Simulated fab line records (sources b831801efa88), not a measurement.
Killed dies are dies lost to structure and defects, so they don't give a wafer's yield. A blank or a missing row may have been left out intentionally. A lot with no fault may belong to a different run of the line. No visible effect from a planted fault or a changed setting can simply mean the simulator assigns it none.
Which tool was responsible? | flow sky130 | 24 lots with 72 wafers sampled at 6 steps, on a route of 708 steps

WHAT THE GAUGES SHOWED, per wafer
SKY_CAPM_THK_MEAS_04: measures by xrf.
lot  | measured     | on            | CAPM_TIN_THK (nm)
L074 | day 36 03:35 | film-metro-04 | 198.0 197.1 198.7
L075 | day 36 15:15 | film-metro-01 | 198.4 200.2 200.4
L076 | day 36 22:50 | film-metro-04 | 201.5 201.2 200.4
L077 | day 37 01:32 | film-metro-01 | 197.5 199.9 198.7
L078 | day 37 18:24 | film-metro-01 | 193.8 192.9 194.8
L079 | day 38 08:23 | film-metro-04 | 201.1 202.8 201.6
L081 | day 38 17:51 | film-metro-02 | 197.8 196.9 197.2
L080 | day 38 19:37 | film-metro-02 | 197.0 199.2 197.4
L082 | day 38 22:12 | film-metro-01 | 200.0 197.1 200.6
L083 | day 39 07:58 | film-metro-02 | 197.5 198.8 197.0
L085 | day 40 14:40 | film-metro-02 | 196.8 197.1 195.7
L086 | day 40 17:32 | film-metro-01 | 200.2 196.2 195.3
L084 | day 40 18:11 | film-metro-02 | 197.5 197.0 196.3
L087 | day 40 18:53 | film-metro-04 | 199.5 198.6 197.9
L088 | day 40 19:21 | film-metro-01 | 195.5 199.3 197.1
L089 | day 40 23:22 | film-metro-02 | 198.2 198.3 199.6
L090 | day 41 02:35 | film-metro-01 | 198.0 199.8 200.5
L091 | day 41 15:20 | film-metro-02 | 198.4 196.4 198.0
L092 | day 42 10:43 | film-metro-02 | 197.5 198.4 195.8
L093 | day 42 13:35 | film-metro-02 | 195.8 196.5 194.9
L094 | day 42 16:35 | film-metro-04 | 198.3 199.7 198.8
L095 | day 42 22:05 | film-metro-02 | 196.6 198.1 195.5
L096 | day 43 04:03 | film-metro-01 | 196.8 194.9 194.5
L097 | day 43 04:26 | film-metro-02 | 199.5 197.8 199.4

SKY_CAP2M_OVL_MEAS_12.
lot  | measured     | on         | CAP2M_OVL (nm)
L074 | day 40 13:19 | overlay-02 | -3.2 -0.4 -1.1
L075 | day 41 00:18 | overlay-01 | 0.4 0.6 -0.2
L076 | day 41 05:30 | overlay-02 | 2.4 1.4 2.0
L077 | day 41 08:54 | overlay-01 | 2.5 2.1 0.8
L078 | day 41 23:52 | overlay-02 | -0.6 1.7 -0.5
L079 | day 42 12:00 | overlay-02 | 1.9 2.3 1.1
L081 | day 42 20:40 | overlay-02 | -0.3 2.5 0.2
L080 | day 42 23:28 | overlay-02 | -1.7 -2.4 -1.4
L082 | day 43 02:45 | overlay-01 | 0.3 0.8 0.4
L083 | day 43 12:31 | overlay-01 | 1.2 1.3 2.3
L085 | day 44 15:01 | overlay-02 | -1.1 -0.8 -0.8
L086 | day 44 17:30 | overlay-01 | 1.6 1.2 0.1
L084 | day 44 18:37 | overlay-01 | -0.5 3.0 2.1
L087 | day 44 20:24 | overlay-02 | 0.8 0.7 1.6
L088 | day 44 20:43 | overlay-01 | 2.0 1.1 0.8
L089 | day 44 22:06 | overlay-02 | 2.8 1.7 1.6
L090 | day 45 02:58 | overlay-02 | 1.1 1.1 0.6
L091 | day 45 18:16 | overlay-01 | 0.3 1.0 0.7
L092 | day 46 06:01 | overlay-01 | 0.8 1.5 -0.3
L093 | day 46 09:03 | overlay-01 | -1.5 -0.9 -0.4
L094 | day 46 11:19 | overlay-02 | -0.1 0.4 1.0
L095 | day 46 15:45 | overlay-01 | 1.2 3.0 2.0
L096 | day 46 22:01 | overlay-01 | -0.5 0.0 2.1
L097 | day 46 22:22 | overlay-01 | 0.1 1.1 0.5

TOOL THAT RAN EACH LOT (tool first, then ch and the chambers of the sampled wafers, then the start)
lot  | SKY_VIA3_ETCH_15                   | SKY_VIA3_CVD_21               | SKY_VIA3_CMP_24               | SKY_METAL4_SPUTTER_02
L074 | rie-diel-03 ch 1,3, day 39 10:48   | cvd-w-01 ch 0,1, day 39 11:31 | cmp-01 ch 0,2,3, day 39 11:53 | pvd-sputter-02, day 39 12:11
L075 | rie-diel-04 ch 0,1,3, day 39 22:24 | cvd-w-01 ch 0,1, day 39 23:09 | cmp-01 ch 0,2,3, day 39 23:27 | pvd-sputter-03, day 39 23:48
L076 | rie-diel-03 ch 0,1, day 40 03:57   | cvd-w-01 ch 0,1, day 40 04:40 | cmp-01 ch 0,1,3, day 40 05:07 | pvd-sputter-03, day 40 05:19
L077 | rie-diel-04 ch 0,1, day 40 06:54   | cvd-w-01 ch 0,1, day 40 07:37 | cmp-01 ch 0,1, day 40 07:58   | pvd-sputter-03, day 40 08:16
L078 | rie-diel-01 ch 0,1,2, day 40 23:09 | cvd-w-01 ch 0,1, day 40 23:56 | cmp-01 ch 0,3, day 41 00:12   | pvd-sputter-04, day 41 00:32
L079 | rie-diel-04 ch 1,2,3, day 41 11:45 | cvd-w-01 ch 0,1, day 41 12:29 | cmp-02 ch 0,1,3, day 41 12:47 | pvd-sputter-03, day 41 13:08
L081 | rie-diel-01 ch 0,2, day 41 20:06   | cvd-w-02 ch 0,1, day 41 20:51 | cmp-01 ch 1,2, day 41 21:09   | pvd-sputter-04, day 41 21:30
L080 | rie-diel-01 ch 0,2, day 41 22:42   | cvd-w-01 ch 0,1, day 41 23:28 | cmp-02 ch 0,1,2, day 41 23:49 | pvd-sputter-04, day 42 00:07
L082 | rie-diel-04 ch 0,1,2, day 42 02:18 | cvd-w-01 ch 0,1, day 42 03:06 | cmp-02 ch 0,2,3, day 42 03:27 | pvd-sputter-03, day 42 03:45
L083 | rie-diel-01 ch 0,2, day 42 11:06   | cvd-w-02 ch 0,1, day 42 11:52 | cmp-01 ch 2,3, day 42 12:13   | pvd-sputter-02, day 42 12:31
L085 | rie-diel-04 ch 0,2,3, day 43 14:39 | cvd-w-01 ch 0,1, day 43 15:22 | cmp-01 ch 0,2,3, day 43 15:40 | pvd-sputter-03, day 43 16:01
L086 | rie-diel-01 ch 0,1,3, day 43 17:42 | cvd-w-02 ch 0,1, day 43 18:32 | cmp-02 ch 0,2, day 43 18:50   | pvd-sputter-03, day 43 19:11
L084 | rie-diel-04 ch 0,3, day 43 19:00   | cvd-w-01 ch 0,1, day 43 19:50 | cmp-02 ch 1,2,3, day 43 20:12 | pvd-sputter-03, day 43 20:28
L087 | rie-diel-03 ch 0,1,2, day 43 20:24 | cvd-w-02 ch 0,1, day 43 21:08 | cmp-02 ch 1,2,3, day 43 21:26 | pvd-sputter-03, day 43 21:47
L088 | rie-diel-01 ch 0,1,2, day 43 20:31 | cvd-w-01 ch 0,1, day 43 21:35 | cmp-02 ch 1,3, day 43 21:56   | pvd-sputter-02, day 43 22:14
L089 | rie-diel-04 ch 2,3, day 43 22:48   | cvd-w-02 ch 1, day 43 23:33   | cmp-01 ch 0,1, day 43 23:52   | pvd-sputter-03, day 44 00:12
L090 | rie-diel-04 ch 1,3, day 44 03:15   | cvd-w-02 ch 0,1, day 44 04:01 | cmp-02 ch 0,2,3, day 44 04:25 | pvd-sputter-02, day 44 04:40
L091 | rie-diel-04 ch 1,2,3, day 44 13:30 | cvd-w-02 ch 0, day 44 14:34   | cmp-01 ch 0,1,2, day 44 14:52 | pvd-sputter-03, day 44 15:13
L092 | rie-diel-03 ch 0,2, day 45 08:21   | cvd-w-02 ch 0,1, day 45 09:08 | cmp-02 ch 1,2,3, day 45 09:27 | pvd-sputter-04, day 45 09:45
L093 | rie-diel-04 ch 1,2,3, day 45 10:57 | cvd-w-02 ch 0,1, day 45 11:40 | cmp-01 ch 0,1,2, day 45 12:04 | pvd-sputter-02, day 45 12:19
L094 | rie-diel-04 ch 1,2,3, day 45 13:42 | cvd-w-02 ch 0,1, day 45 14:27 | cmp-02 ch 0,1,2, day 45 14:46 | pvd-sputter-04, day 45 15:04
L095 | rie-diel-04 ch 1,2,3, day 45 17:48 | cvd-w-02 ch 0,1, day 45 18:31 | cmp-01 ch 0,1,3, day 45 18:49 | pvd-sputter-04, day 45 19:10
L096 | rie-diel-01 ch 0,1,2, day 46 00:12 | cvd-w-02 ch 0,1, day 46 00:55 | cmp-02 ch 1,2,3, day 46 01:13 | pvd-sputter-02, day 46 01:34
L097 | rie-diel-04 ch 1,2,3, day 46 00:37 | cvd-w-01 ch 0,1, day 46 01:20 | cmp-01 ch 0,1, day 46 01:41   | pvd-sputter-04, day 46 01:59
- SKY_VIA3_ETCH_15: etches SiO2 in C4F8/O2/Ar, stops on TiN, target depth 507 nm, time 78 s.
- SKY_VIA3_CVD_21: deposits W, target thk 390 nm, time 117.31 s.
- SKY_VIA3_CMP_24: polishes, stops on SiO2, t overpolish 20 s, target thk 0 nm.
- SKY_METAL4_SPUTTER_02: material AlCu, target thk 735 nm, time 39.1 s.

WHAT THE TOOLS THEMSELVES READ (means of the sampled wafers that have a number; where no wafer has one, the mark that the record gives instead)
SKY_VIA3_ETCH_15.
lot  | tool        | chamber-pressure-mTorr (mTorr) | oes-product-au (a.u.)
L074 | rie-diel-03 | 40.02                          | 0.949
L075 | rie-diel-04 | 39.97                          | 0.950
L076 | rie-diel-03 | 40.00                          | 0.944
L077 | rie-diel-04 | 40.01                          | 0.949
L078 | rie-diel-01 | 39.99                          | 0.950
L079 | rie-diel-04 | 39.99                          | 0.944
L081 | rie-diel-01 | 39.99                          | 0.943
L080 | rie-diel-01 | 40.00                          | 0.949
L082 | rie-diel-04 | 40.03                          | 0.948
L083 | rie-diel-01 | 40.00                          | 0.945
L085 | rie-diel-04 | 40.03                          | 0.947
L086 | rie-diel-01 | 40.00                          | 0.947
L084 | rie-diel-04 | 40.00                          | 0.947
L087 | rie-diel-03 | 40.02                          | 0.946
L088 | rie-diel-01 | 40.01                          | 0.943
L089 | rie-diel-04 | 40.02                          | 0.945
L090 | rie-diel-04 | 40.00                          | 0.950
L091 | rie-diel-04 | 40.03                          | 0.941
L092 | rie-diel-03 | 40.00                          | 0.944
L093 | rie-diel-04 | 39.97                          | 0.946
L094 | rie-diel-04 | 39.96                          | 0.949
L095 | rie-diel-04 | 39.99                          | 0.943
L096 | rie-diel-01 | 40.02                          | 0.950
L097 | rie-diel-04 | 40.04                          | 0.944

SKY_VIA3_CVD_21.
lot  | tool     | heater-power-w (W)
L074 | cvd-w-01 | 863
L075 | cvd-w-01 | 777
L076 | cvd-w-01 | 783
L077 | cvd-w-01 | 871
L078 | cvd-w-01 | 873
L079 | cvd-w-01 | 867
L081 | cvd-w-02 | 798
L080 | cvd-w-01 | 786
L082 | cvd-w-01 | 792
L083 | cvd-w-02 | 823
L085 | cvd-w-01 | 787
L086 | cvd-w-02 | 784
L084 | cvd-w-01 | 879
L087 | cvd-w-02 | 831
L088 | cvd-w-01 | 881
L089 | cvd-w-02 | 845
L090 | cvd-w-02 | 798
L091 | cvd-w-02 | 783
L092 | cvd-w-02 | 808
L093 | cvd-w-02 | 806
L094 | cvd-w-02 | 806
L095 | cvd-w-02 | 805
L096 | cvd-w-02 | 810
L097 | cvd-w-01 | 791

SKY_VIA3_CMP_24.
lot  | tool   | motor-current-A (A) | overpolish-run-s (s) | retaining-ring-pressure-frac | slurry-flow-ml-min | time-to-endpoint-s (s)
L074 | cmp-01 | 11.6                | 20.005               | 1.002                        | 149.1              | 100
L075 | cmp-01 | 11.4                | 20.003               | 0.998                        | 150.0              | 102
L076 | cmp-01 | 10.9                | 20.000               | 0.998                        | 149.5              | 98
L077 | cmp-01 | 10.6                | 20.002               | 0.997                        | 149.6              | 99
L078 | cmp-01 | 11.5                | 20.005               | 0.995                        | 150.4              | 99
L079 | cmp-02 | 10.8                | 19.993               | 0.999                        | 150.0              | 96
L081 | cmp-01 | 10.8                | 20.005               | 1.001                        | 149.9              | 92
L080 | cmp-02 | 10.0                | 19.993               | 1.001                        | 149.9              | 93
L082 | cmp-02 | 10.8                | 20.001               | 1.002                        | 150.2              | 97
L083 | cmp-01 | 12.3                | 20.002               | 1.001                        | 150.0              | 91
L085 | cmp-01 | 11.4                | 19.996               | 1.003                        | 149.8              | 92
L086 | cmp-02 | 9.9                 | 19.995               | 1.000                        | 150.3              | 98
L084 | cmp-02 | 11.5                | 20.006               | 1.006                        | 149.8              | 101
L087 | cmp-02 | 11.4                | 19.996               | 1.002                        | 149.9              | 97
L088 | cmp-02 | 12.0                | 19.996               | 1.001                        | 149.6              | 99
L089 | cmp-01 | 10.7                | 19.998               | 1.003                        | 149.4              | 96
L090 | cmp-02 | 10.9                | 19.999               | 0.998                        | 150.6              | 94
L091 | cmp-01 | 11.4                | 19.999               | 0.999                        | 149.6              | 96
L092 | cmp-02 | 10.9                | 20.004               | 0.998                        | 149.9              | 96
L093 | cmp-01 | 11.4                | 20.001               | 0.997                        | 150.2              | 100
L094 | cmp-02 | 10.1                | 20.007               | 0.999                        | 149.8              | 93
L095 | cmp-01 | 10.9                | 20.004               | 1.000                        | 150.1              | 97
L096 | cmp-02 | 11.3                | 19.991               | 0.999                        | 149.8              | 96
L097 | cmp-01 | 10.4                | 19.999               | 1.002                        | 150.6              | 96

SKY_METAL4_SPUTTER_02.
lot  | tool           | throttle-valve-pct (%)
L074 | pvd-sputter-02 | 30.0
L075 | pvd-sputter-03 | 30.2
L076 | pvd-sputter-03 | 30.8
L077 | pvd-sputter-03 | 30.1
L078 | pvd-sputter-04 | 30.8
L079 | pvd-sputter-03 | 30.3
L081 | pvd-sputter-04 | 30.4
L080 | pvd-sputter-04 | 29.9
L082 | pvd-sputter-03 | 30.1
L083 | pvd-sputter-02 | 30.1
L085 | pvd-sputter-03 | 29.4
L086 | pvd-sputter-03 | 30.3
L084 | pvd-sputter-03 | 30.1
L087 | pvd-sputter-03 | 29.7
L088 | pvd-sputter-02 | 30.1
L089 | pvd-sputter-03 | 30.3
L090 | pvd-sputter-02 | 30.9
L091 | pvd-sputter-03 | 30.2
L092 | pvd-sputter-04 | 28.9
L093 | pvd-sputter-02 | 30.9
L094 | pvd-sputter-04 | 30.7
L095 | pvd-sputter-04 | 30.9
L096 | pvd-sputter-02 | 30.5
L097 | pvd-sputter-04 | 31.0

THE ANSWER, worked out from the rows above alone
Rule: what is usual is taken from the lots themselves. Put in order of their means at a reading, lots are off if they are a third of the lots or fewer, leave a main group of 4 or more, and stand apart from it by a gap of 3 or more times the standard deviation of the main group's means; of several such gaps the widest counts. If all means in a main group match to the digits the tables above print for the reading, that group is not used. Also off: a lot with no number at a reading for which 4 or more lots have one. Where the step has rows for the other lots, those lots are counted as sound. Order of review: gauges by route order, followed by the tools' own readings, for which a lot's mean as printed above is used. At the first step where some lot is off, the reading lying furthest off is the one used; lots without a number count as furthest.
No lot is off on any of the readings shown, so nothing can be concluded from this.

WHAT THE SIMULATOR PUT IN
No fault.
